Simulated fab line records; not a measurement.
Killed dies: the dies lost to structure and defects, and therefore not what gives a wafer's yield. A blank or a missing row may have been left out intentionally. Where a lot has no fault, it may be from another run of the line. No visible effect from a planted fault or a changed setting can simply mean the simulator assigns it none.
Which tool is to blame? / flow gf180mcu / 14 lots, 42 wafers sampled, at 5 steps of a route of 602

WHAT THE GAUGES SHOWED, per wafer
GF_STI_THK_MEAS_24. Usual: STI_CVD_23_THK 646 nm, standard deviation 12.
lot=L541; measured=day 2 09:32; on=filmMetro-02; STI_CVD_23_THK (nm)=657 632 652; flag=
lot=L542; measured=day 2 15:35; on=filmMetro-02; STI_CVD_23_THK (nm)=656 653 663; flag=
lot=L543; measured=day 2 19:22; on=filmMetro-03; STI_CVD_23_THK (nm)=651 625 647; flag=
lot=L545; measured=day 3 05:41; on=filmMetro-04; STI_CVD_23_THK (nm)=661 632 643; flag=
lot=L548; measured=day 3 20:14; on=filmMetro-03; STI_CVD_23_THK (nm)=625 648 638; flag=
lot=L549; measured=day 4 02:05; on=filmMetro-02; STI_CVD_23_THK (nm)=654 641 658; flag=
lot=L551; measured=day 4 11:55; on=filmMetro-03; STI_CVD_23_THK (nm)=648 645 646; flag=
lot=L552; measured=day 4 16:54; on=filmMetro-03; STI_CVD_23_THK (nm)=633 636 623; flag=
lot=L553; measured=day 4 23:45; on=filmMetro-02; STI_CVD_23_THK (nm)=630 627 650; flag=
lot=L554; measured=day 5 04:08; on=filmMetro-04; STI_CVD_23_THK (nm)=652 660 653; flag=
lot=L555; measured=day 5 09:14; on=filmMetro-02; STI_CVD_23_THK (nm)=648 654 637; flag=
lot=L557; measured=day 5 19:54; on=filmMetro-02; STI_CVD_23_THK (nm)=662 656 646; flag=
lot=L562; measured=day 6 22:37; on=filmMetro-02; STI_CVD_23_THK (nm)=635 653 658; flag=
lot=L563; measured=day 7 01:53; on=filmMetro-02; STI_CVD_23_THK (nm)=626 646 632; flag=

GF_STI_THK_MEAS_30. Usual: STI_OXIDATION_02_THK 9.92 nm, standard deviation 0.18.
lot=L541; measured=day 2 12:59; on=filmMetro-02; STI_OXIDATION_02_THK (nm)=10.09 9.98 10.11; flag=
lot=L542; measured=day 2 18:18; on=filmMetro-02; STI_OXIDATION_02_THK (nm)=9.89 9.85 9.62; flag=
lot=L543; measured=day 2 22:06; on=filmMetro-02; STI_OXIDATION_02_THK (nm)=9.74 9.82 9.72; flag=
lot=L545; measured=day 3 09:29; on=filmMetro-02; STI_OXIDATION_02_THK (nm)=9.58 9.60 9.66; flag=
lot=L548; measured=day 3 22:36; on=filmMetro-04; STI_OXIDATION_02_THK (nm)=9.65 9.66 9.51; flag=
lot=L549; measured=day 4 04:29; on=filmMetro-03; STI_OXIDATION_02_THK (nm)=9.88 9.83 9.92; flag=
lot=L551; measured=day 4 14:19; on=filmMetro-03; STI_OXIDATION_02_THK (nm)=9.97 9.77 9.99; flag=
lot=L552; measured=day 4 19:15; on=filmMetro-03; STI_OXIDATION_02_THK (nm)=9.93 9.92 9.92; flag=
lot=L553; measured=day 5 02:16; on=filmMetro-03; STI_OXIDATION_02_THK (nm)=9.96 9.93 9.81; flag=
lot=L554; measured=day 5 06:41; on=filmMetro-02; STI_OXIDATION_02_THK (nm)=10.09 10.23 10.10; flag=
lot=L555; measured=day 5 11:38; on=filmMetro-02; STI_OXIDATION_02_THK (nm)=9.89 10.00 9.84; flag=
lot=L557; measured=day 5 22:24; on=filmMetro-04; STI_OXIDATION_02_THK (nm)=9.97 9.82 9.78; flag=
lot=L562; measured=day 7 01:16; on=filmMetro-03; STI_OXIDATION_02_THK (nm)=10.26 10.21 10.09; flag=
lot=L563; measured=day 7 04:14; on=filmMetro-04; STI_OXIDATION_02_THK (nm)=10.28 9.96 10.14; flag=

GF_MVSD_OVL_MEAS_07. Usual: MVSD_OVL 1.1 nm, standard deviation 1.5.
lot=L541; measured=day 4 16:38; on=overlay-02; MVSD_OVL (nm)=3.0 4.6 1.6; flag=
lot=L542; measured=day 4 23:05; on=overlay-02; MVSD_OVL (nm)=3.0 -0.4 0.0; flag=
lot=L543; measured=day 5 05:06; on=overlay-02; MVSD_OVL (nm)=0.7 0.7 2.2; flag=
lot=L545; measured=day 5 16:59; on=overlay-01; MVSD_OVL (nm)=0.5 -1.4 0.3; flag=
lot=L548; measured=day 6 08:38; on=overlay-01; MVSD_OVL (nm)=1.1 2.7 1.7; flag=
lot=L549; measured=day 6 14:32; on=overlay-02; MVSD_OVL (nm)=2.0 -0.5 -1.0; flag=
lot=L551; measured=day 7 01:32; on=overlay-02; MVSD_OVL (nm)=-1.1 1.5 1.0; flag=
lot=L552; measured=day 7 05:29; on=overlay-02; MVSD_OVL (nm)=- - -; flag=OFF
lot=L553; measured=day 7 15:21; on=overlay-02; MVSD_OVL (nm)=1.4 2.5 0.5; flag=
lot=L554; measured=day 7 19:44; on=overlay-02; MVSD_OVL (nm)=2.7 3.3 2.4; flag=
lot=L555; measured=day 8 02:26; on=overlay-01; MVSD_OVL (nm)=- - -; flag=OFF
lot=L557; measured=day 8 13:17; on=overlay-01; MVSD_OVL (nm)=-2.0 -1.1 1.3; flag=
lot=L562; measured=day 9 19:08; on=overlay-02; MVSD_OVL (nm)=2.4 0.4 3.3; flag=
lot=L563; measured=day 9 22:17; on=overlay-02; MVSD_OVL (nm)=1.9 2.8 2.4; flag=

GF_MVSD_TW_MEAS_11. Usual: MVSD_TW 1575, standard deviation 20.
lot=L541; measured=day 4 17:05; on=filmMetro-01; MVSD_TW=1562 1568 1563; flag=
lot=L542; measured=day 4 23:31; on=filmMetro-04; MVSD_TW=1571 1570 1582; flag=
lot=L543; measured=day 5 05:32; on=filmMetro-01; MVSD_TW=1555 1555 1560; flag=
lot=L545; measured=day 5 17:26; on=filmMetro-04; MVSD_TW=1583 1576 1583; flag=
lot=L548; measured=day 6 09:05; on=filmMetro-04; MVSD_TW=1580 1584 1584; flag=
lot=L549; measured=day 6 14:59; on=filmMetro-03; MVSD_TW=1617 1615 1618; flag=
lot=L551; measured=day 7 01:59; on=filmMetro-01; MVSD_TW=1567 1575 1568; flag=
lot=L552; measured=day 7 05:56; on=filmMetro-01; MVSD_TW=1480 1483 1484 1486 1492 1483; flag=OFF
lot=L553; measured=day 7 15:47; on=filmMetro-01; MVSD_TW=1566 1557 1564; flag=
lot=L554; measured=day 7 20:10; on=filmMetro-03; MVSD_TW=1603 1606 1607; flag=
lot=L555; measured=day 8 02:52; on=filmMetro-04; MVSD_TW=1491 1488 1492 1491 1491 1493; flag=OFF
lot=L557; measured=day 8 13:53; on=filmMetro-04; MVSD_TW=1569 1568 1568; flag=
lot=L562; measured=day 9 19:34; on=filmMetro-03; MVSD_TW=1619 1615 1608; flag=
lot=L563; measured=day 9 22:43; on=filmMetro-01; MVSD_TW=1546 1542 1548; flag=

WHAT TOOL EACH LOT RAN ON (gives the tool, then ch and the chambers of the sampled wafers, and finally the start)
lot=L541; GF_MVSD_DEVELOP_06=lithoTrack-02 ch 0, day 4 16:00
lot=L542; GF_MVSD_DEVELOP_06=lithoTrack-04 ch 0, day 4 22:00
lot=L543; GF_MVSD_DEVELOP_06=lithoTrack-02 ch 0, day 5 04:00
lot=L545; GF_MVSD_DEVELOP_06=lithoTrack-04 ch 0, day 5 16:00
lot=L548; GF_MVSD_DEVELOP_06=lithoTrack-02 ch 0, day 6 08:00
lot=L549; GF_MVSD_DEVELOP_06=lithoTrack-02 ch 0, day 6 14:00
lot=L551; GF_MVSD_DEVELOP_06=lithoTrack-04 ch 0, day 7 01:00
lot=L552; GF_MVSD_DEVELOP_06=lithoTrack-04 ch 0, day 7 05:00
lot=L553; GF_MVSD_DEVELOP_06=lithoTrack-02 ch 0, day 7 15:00
lot=L554; GF_MVSD_DEVELOP_06=lithoTrack-03 ch 0, day 7 19:00
lot=L555; GF_MVSD_DEVELOP_06=lithoTrack-04 ch 0, day 8 02:00
lot=L557; GF_MVSD_DEVELOP_06=lithoTrack-02 ch 0, day 8 13:00
lot=L562; GF_MVSD_DEVELOP_06=lithoTrack-02 ch 0, day 9 18:00
lot=L563; GF_MVSD_DEVELOP_06=lithoTrack-02 ch 0, day 9 22:00
- GF_MVSD_DEVELOP_06: develop time 60 s.

AS READ BY THE TOOLS THEMSELVES (means over the sampled wafers that have a number; for cases with no such wafer, the mark the record gives instead)
The record holds no such reading with a usual standard deviation.

THE ANSWER, worked out from the rows above alone
Rule: lot off if the mean of its wafers having a number is beyond 3 standard deviations from the usual mean. Also off: a lot with no number at a reading for which 4 or more lots have one. All remaining lots with rows at the step are treated as sound. First the gauges in route order, then the tools' own readings, where a lot's mean is used as printed above. At the first step where some lot is off, the reading lying furthest off is the one used; lots without a number count as furthest.
Off: L552, L555, seen at GF_MVSD_OVL_MEAS_07 (MVSD_OVL). Without a number there: L552, L555.
A tool fits if, at a process step before that reading, it ran every lot that is off, and no sound lot after the first of them. Not tried: the gauges at GF_MVSD_OVL_MEAS_07; whatever is off there is also off at GF_MVSD_TW_MEAS_11, on other tools, and gauge error can't account for it. One fits: lithoTrack-04 at GF_MVSD_DEVELOP_06. A fault onset in the window from L551 (day 7 01:00, its last sound lot) to L552 (day 7 05:00, its first lot off) fits.

WHAT THE SIMULATOR PUT IN
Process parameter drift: lithoTrack-04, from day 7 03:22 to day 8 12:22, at GF_MVSD_DEVELOP_06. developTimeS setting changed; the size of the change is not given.
Shown lots that were struck: L552, L555. The same result came from the rule above.
